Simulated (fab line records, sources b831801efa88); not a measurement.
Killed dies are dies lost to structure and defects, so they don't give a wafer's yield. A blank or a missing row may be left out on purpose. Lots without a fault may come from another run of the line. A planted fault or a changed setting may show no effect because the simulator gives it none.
A struck lot beside a sound one | flow sky130 | 15 steps out of a route of 708
Sound: wafers L333.2, L333.3, L333.5. Struck: wafers L342.1, L342.2, L342.5. The cause comes at the end.
At each step with rows: each side's tool, then ch and its chambers, then its first start. Under that, the readings that differ: sound wafers | struck wafers | difference of the means | sigmas: that difference in standard deviations of wafers without a fault.
alike: readings whose means differ by less than 2 such deviations, and words and numbers that are the same on both sides. not compared: withheld readings, readings that some wafer has no value for, bounds like >300 that may hide the same value, and numbers for which the record gives no deviation and whose values overlap.
The two part at a step that has a row with sigmas, a row that says differs or no value, or rows on one side only. Numbers that don't overlap but have no deviation are shown without sigmas and don't part them. A reading that every wafer of one side lacks parts them only if that side has two wafers or more.

SKY_LDD_HVP_STRIP_09: strips in O2/N2.
  sound on plasma_asher-04 ch 0,1, day 23 18:28; struck on plasma_asher-02 ch 0,1, day 26 11:20
  reading                      | sound             | struck            | difference | sigmas
  strip_time_to_endpoint_s (s) | 4.102 4.114 4.109 | 4.171 4.169 4.169 | +0.061     | +4
  alike: chamber_pressure_mTorr, drypump_motor_current_A, oes_product_au
  not compared: rf_hours_counter_h
SKY_LDD_HVP_TW_MEAS_10:
  sound on film_metro-02, day 23 18:34; struck on film_metro-02, day 26 11:28
  alike: LDD_HVP_TW
then, 7 steps without rows for these wafers: SKY_LDD_LDN_DEHYDRATE_00 (time 60 s); SKY_LDD_LDN_HMDS_01 (prime time 60 s); SKY_LDD_LDN_COAT_02 (resist thk 1140 nm); SKY_LDD_LDN_SOFTBAKE_03 (time 60 s); SKY_LDD_LDN_EXPOSE_04 (exposes mask LDNTM, target cd 700 nm); SKY_LDD_LDN_PEB_05; SKY_LDD_LDN_DEVELOP_06 (develop time 60 s).
SKY_LDD_LDN_OVL_MEAS_07:
  sound on overlay-02, day 25 00:07; struck on overlay-01, day 27 16:13
  alike: LDD_LDN_OVL
then, 2 steps without rows for these wafers: SKY_LDD_LDN_IMPLANT_08; SKY_LDD_LDN_IMPLANT_09.
SKY_LDD_LDN_IMPLANT_10:
  sound on implanter-01 ch 0, day 25 00:29; struck on implanter-01 ch 0, day 27 16:32
  reading                   | sound                | struck               | difference | sigmas
  beam_energy_keV           | 14.998 15.005 14.992 | 15.392 15.381 15.380 | +0.386     | +84
  model.implant.drp_nm (nm) | 5.933 5.933 5.933    | 6.034 6.034 6.034    | +0.101     |
  alike: end_station_pressure_torr
then, 1 step without rows for these wafers: SKY_LDD_LDN_IMPLANT_11.
-- the record jumps here: 23 days lie between the struck wafers' starts before and after (it left off in module LDD_LDN and takes up again in module PAD_OPEN, whose first step shown is number 708 of the route) --
SKY_PAD_OPEN_PROBE_99:
  sound on prober-02, day 46 17:05; struck on prober-01, day 50 08:31
  reading             | sound    | struck   | difference | sigmas
  killed_at_front_end | 12 11 10 | 23 30 16 | +12        | +2
  alike: killed_at_M0_to_M3, killed_at_M4_up, killed_at_contacts, killed_at_other, killed_dies, killed_on_rim, killed_open, killed_short

WHERE THEY PART
First at SKY_LDD_HVP_STRIP_09; last, within this record, at SKY_PAD_OPEN_PROBE_99.

WHY: what the simulator had put in
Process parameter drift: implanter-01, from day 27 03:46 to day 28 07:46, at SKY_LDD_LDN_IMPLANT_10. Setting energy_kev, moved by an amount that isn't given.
